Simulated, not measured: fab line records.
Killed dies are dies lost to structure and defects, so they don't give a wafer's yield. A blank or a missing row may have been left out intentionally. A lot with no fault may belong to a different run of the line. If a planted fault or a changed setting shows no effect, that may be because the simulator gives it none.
fab line records	flow gf180mcu
record: lots: 5	wafers: 15	lastDay: 34
route steps=602 shown DNWELL@34 NWELL@42 LVPWELL@54
lots that met no fault: taken from a fault-free run of the same line
startH: hours from the record's first day to the start of the lot's first wafer shown	waitH: hours from the lot's prior step to this one	" repeats the value in the row above	L1.1+2: a single row standing in for several wafers	- value missing, or start not given	* or withheld: withheld	< > ~ a bound
route shown NAME@n: a module of which the file shows steps, and the number in the route of the first	usual: mean/standard deviation of fault-free wafers	same: alike in all rows	chamber/n: place in a boat	sites: each site's reading	_std_site: the standard deviation of these	_edge_site: outer sites' mean less inner sites'	radiusMm: for every site, how far away it sits from the centre of the wafer	mask NAME#n: copy n	behind: the tool/chamber that last shaped the wafer	hold: why the lot went on hold/how many hours it stayed there/how the hold came to an end	device: the transistor (n, p or np) that didn't switch	end of line: at the end of the route, the tests of the same wafers	a step with no rows: only its recipe	killed: dies that structure and defects cost at the first sort, which is not the same as the wafer's yield	map: shows each die of a wafer: x if killed, . if not, _ if none is there
set.NAME: the run value of the setting; set.NAME@STEP: its run value at that earlier step	model.NAME: the simulator's own value behind a step, which no gauge read
lots seen at some steps along the route; tables by step, rows by wafer
services: when a tool's chamber went out of use (startH, in hours from the record's first day, below 0 if earlier), for how many hours, and the reason
== steps ==
step: GF_DNWELL_COAT_02
recipe: spinRpm: 2000	resistThkNm: 3000
step: GF_DNWELL_SOFTBAKE_03
recipe: tempC: 110	timeS: withheld
step: GF_DNWELL_EXPOSE_04
recipe: maskId: DNWELL	targetCdNm: 1700	na: 0.6	sourceShape: conventional	sigmaOuter: 0.6	doseMj: 260
step: GF_DNWELL_PEB_05
recipe: tempC: 115	timeS: withheld
step: GF_DNWELL_DEVELOP_06
recipe: wallAngleDeg: 90	developTimeS: 60	devTempC: 23
step: GF_DNWELL_IMPLANT_07
recipe: species: P	energyKev: 1500	doseCm2: 1e+13	tiltDeg: 0
step: GF_DNWELL_STRIP_08
recipe: chemistry: O2/N2	powerW: 1400	pressureMtorr: 1500	platenTempC: 250	o2FlowSccm: 3000	n2FlowSccm: 300	overashFraction: 0.5
usual: drypumpMotorCurrentA: 5.4/0.38	heaterPowerW: 327/21	oesProductAu: 0.722/0.0048	stripTimeToEndpointS: 36.92/0.1
lot.wafer	tool	chamber	startH	waitH	drypumpMotorCurrentA	heaterPowerW	oesProductAu	rfHoursCounterH	stripTimeToEndpointS
L292.1	plasmaAsher-02	1	47.72	0.1	6.0	310	0.723	40	36.80
L292.4	"	0	"	"	5.5	307	0.724	-	36.90
L292.5	"	0	"	"	5.4	318	0.724	-	36.84
L296.1	plasmaAsher-01	0	68.57	0.1	5.2	348	0.725	43	36.84
L296.2	"	1	"	"	5.1	354	0.725	43	36.78
L296.5	"	0	"	"	5.2	345	0.720	-	36.85
L307.1	plasmaAsher-04	1	127.46	0.1	4.8	308	0.728	45	37.00
L307.2	"	0	"	"	5.5	319	0.714	45	37.03
L307.5	"	0	"	"	5.5	319	0.716	-	37.05
L311.2	plasmaAsher-02	0	148.61	0.1	5.4	324	0.724	4	36.92
L311.3	"	1	"	"	6.0	313	0.723	-	36.93
L311.4	"	0	"	"	5.5	323	0.727	-	36.89
L314.1	plasmaAsher-01	1	167.48	0.1	5.1	358	0.731	51	36.94
L314.5	"	0	"	"	5.2	355	0.717	-	36.99
L314.6	"	1	"	"	5.1	359	0.728	-	37.04
step: GF_DNWELL_TW_MEAS_09
usual: DNWELL_TW: 1352/11
lot.wafer	tool	chamber	startH	waitH	DNWELL_TW
L292.1	filmMetro-01	-	47.82	0.1	1332
L292.4	"	-	"	"	1335
L292.5	"	-	"	"	1342
L296.1	filmMetro-01	-	68.67	0.1	1357
L296.2	"	-	"	"	1349
L296.5	"	-	"	"	1361
L307.1	filmMetro-04	-	127.56	0.1	1377
L307.2	"	-	"	"	1366
L307.5	"	-	"	"	1371
L311.2	filmMetro-04	-	148.72	0.1	1365
L311.3	"	-	"	"	1354
L311.4	"	-	"	"	1369
L314.1	filmMetro-01	-	167.58	0.1	1339
L314.5	"	-	"	"	1350
L314.6	"	-	"	"	1345
step: GF_NWELL_DEHYDRATE_00
recipe: tempC: 200	timeS: 60
step: GF_NWELL_HMDS_01
recipe: primeTimeS: 60	primeTempC: 120
step: GF_NWELL_COAT_02
recipe: spinRpm: 2000	resistThkNm: 3000
step: GF_NWELL_SOFTBAKE_03
recipe: tempC: 110	timeS: withheld
step: GF_NWELL_EXPOSE_04
recipe: maskId: Nwell	targetCdNm: 860	na: 0.6	sourceShape: conventional	sigmaOuter: 0.6	doseMj: 260
same: na: 0.6
lot.wafer	tool	chamber	startH	waitH	mask
L292.1+4+5	ilineStepper-01	0	53.92	-	Nwell#0
L296.1+2+5	ilineStepper-02	0	75.56	-	DNWELL#0
L307.1+2+5	ilineStepper-01	0	135.37	-	Nwell#0
L311.2+3+4	ilineStepper-02	0	156.65	-	Nwell#0
L314.1+5+6	ilineStepper-02	0	175.48	-	Nwell#0
step: GF_NWELL_PEB_05
recipe: tempC: 115	timeS: withheld
step: GF_NWELL_DEVELOP_06
recipe: wallAngleDeg: 90	developTimeS: 60	devTempC: 23
step: GF_NWELL_OVL_MEAS_07
usual: NWELL_OVL: 0.1/1.3
lot.wafer	tool	chamber	startH	waitH	NWELL_OVL[nm]
L292.1	overlay-02	-	60.38	-	-0.2
L292.4	"	-	"	"	0.1
L292.5	"	-	"	"	0.2
L296.1	overlay-02	-	81.83	-	-
L296.2	"	-	"	"	-
L296.5	"	-	"	"	-
L307.1	overlay-02	-	142.09	-	0.0
L307.2	"	-	"	"	0.0
L307.5	"	-	"	"	-1.1
L311.2	overlay-01	-	164.54	-	-1.1
L311.3	"	-	"	"	-0.4
L311.4	"	-	"	"	-2.2
L314.1	overlay-01	-	183.29	-	1.5
L314.5	"	-	"	"	1.0
L314.6	"	-	"	"	1.8
step: GF_NWELL_IMPLANT_08
recipe: species: P	energyKev: 450	doseCm2: 1.5e+13	tiltDeg: 0
step: GF_NWELL_IMPLANT_09
recipe: species: P	energyKev: 160	doseCm2: 4e+12	tiltDeg: 0
step: GF_NWELL_STRIP_10
recipe: chemistry: O2/N2	powerW: 1400	pressureMtorr: 1500	platenTempC: 250	o2FlowSccm: 3000	n2FlowSccm: 300	overashFraction: 0.5
usual: drypumpMotorCurrentA: 5.6/0.37	heaterPowerW: 330/19	oesProductAu: 0.722/0.005	stripTimeToEndpointS: 36.94/0.1
lot.wafer	tool	chamber	startH	waitH	drypumpMotorCurrentA	heaterPowerW	oesProductAu	rfHoursCounterH	stripTimeToEndpointS
L292.1	plasmaAsher-02	0	60.72	0.1	5.4	310	0.723	42	36.97
L292.4	"	0	"	"	5.5	311	0.721	-	36.93
L292.5	"	1	"	"	6.0	304	0.729	-	37.00
L296.1	plasmaAsher-02	0	82.17	0.1	5.4	307	0.725	44	36.85
L296.2	"	1	"	"	6.0	317	0.714	44	36.79
L296.5	"	1	"	"	6.0	303	0.718	-	36.78
L307.1	plasmaAsher-03	1	142.42	0.1	5.5	338	0.724	35	36.95
L307.2	"	0	"	"	6.1	316	0.715	35	36.81
L307.5	"	0	"	"	6.1	322	0.724	-	36.78
L311.2	plasmaAsher-01	0	164.87	0.1	5.2	361	0.719	51	36.84
L311.3	"	1	"	"	5.1	361	0.721	-	36.92
L311.4	"	0	"	"	5.2	344	0.719	-	36.87
L314.1	plasmaAsher-01	1	183.62	0.1	5.1	361	0.720	53	36.86
L314.5	"	1	"	"	5.1	361	0.732	-	36.85
L314.6	"	0	"	"	5.2	344	0.717	-	36.79
step: GF_NWELL_TW_MEAS_11
usual: NWELL_TW: 1578/13
lot.wafer	tool	chamber	startH	waitH	NWELL_TW
L292.1	filmMetro-03	-	60.82	0.1	1577
L292.4	"	-	"	"	1581
L292.5	"	-	"	"	1578
L296.1	filmMetro-03	-	82.27	0.1	30
L296.2	"	-	"	"	30
L296.5	"	-	"	"	30
L307.1	filmMetro-03	-	142.52	0.1	1595
L307.2	"	-	"	"	1580
L307.5	"	-	"	"	1582
L311.2	filmMetro-04	-	164.98	0.1	1584
L311.3	"	-	"	"	1587
L311.4	"	-	"	"	1588
L314.1	filmMetro-02	-	183.72	0.1	1571
L314.5	"	-	"	"	1556
L314.6	"	-	"	"	1566
step: GF_LVPWELL_DEHYDRATE_00
recipe: tempC: 200	timeS: 60
== services ==
tool	chamber	startH	hours	kind
ilineStepper-01	-	30.79	1.2	repair
ilineStepper-02	-	40.16	8.3	repair
ilineStepper-02	-	50.42	4.4	pm
plasmaAsher-03	-	55.86	1.2	repair
ilineStepper-02	-	76.34	1.7	pm
ilineStepper-01	0	93.59	-	calibration
plasmaAsher-01	-	104.79	14.6	pm
plasmaAsher-04	-	108.12	15.6	pm
plasmaAsher-02	-	108.75	9.0	pm
plasmaAsher-02	0	108.75	9.0	ventCycle
plasmaAsher-02	1	108.75	9.0	ventCycle
plasmaAsher-02	0	117.75	-	clean
plasmaAsher-02	1	117.75	-	clean
ilineStepper-02	-	151.72	2.0	repair
ilineStepper-01	-	157.75	2.1	pm
ilineStepper-01	-	159.84	-	consumableReplace:lamp
ilineStepper-02	-	181.58	2.1	pm
ilineStepper-02	-	183.66	-	consumableReplace:lamp
== key ==
firstSign: step: GF_NWELL_EXPOSE_04	reading: mask	direction: changed
effect: step: GF_NWELL_OVL_MEAS_07	reading: NWELL_OVL	direction: missing
effect: step: GF_NWELL_TW_MEAS_11	reading: NWELL_TW	direction: down	sigmas: 99+	usual: 1578	struck: 30
metAt GF_NWELL_EXPOSE_04
struckWafers L296.1,L296.2,L296.5
sortLeftOut L296.1,L296.2,L296.5
testerLeftOut L296
fault: kind: wrongMask	tool: any	chamber: -	onsetH: 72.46	steps: GF_NWELL_EXPOSE_04	auxCopy: DNWELL#0	scope: struckLotsOnly
testerLeftOut: of these lots the tester's yield and bins aren't shown, on N5 and GAA mostly nor the transistor test; their killed dies are dies lost to structure and defects alone, not to doping, threshold or leakage, so they don't give the yield
sortLeftOut: the simulated sort isn't trusted on such a fault, so these wafers' sort isn't shown, and their yield isn't known
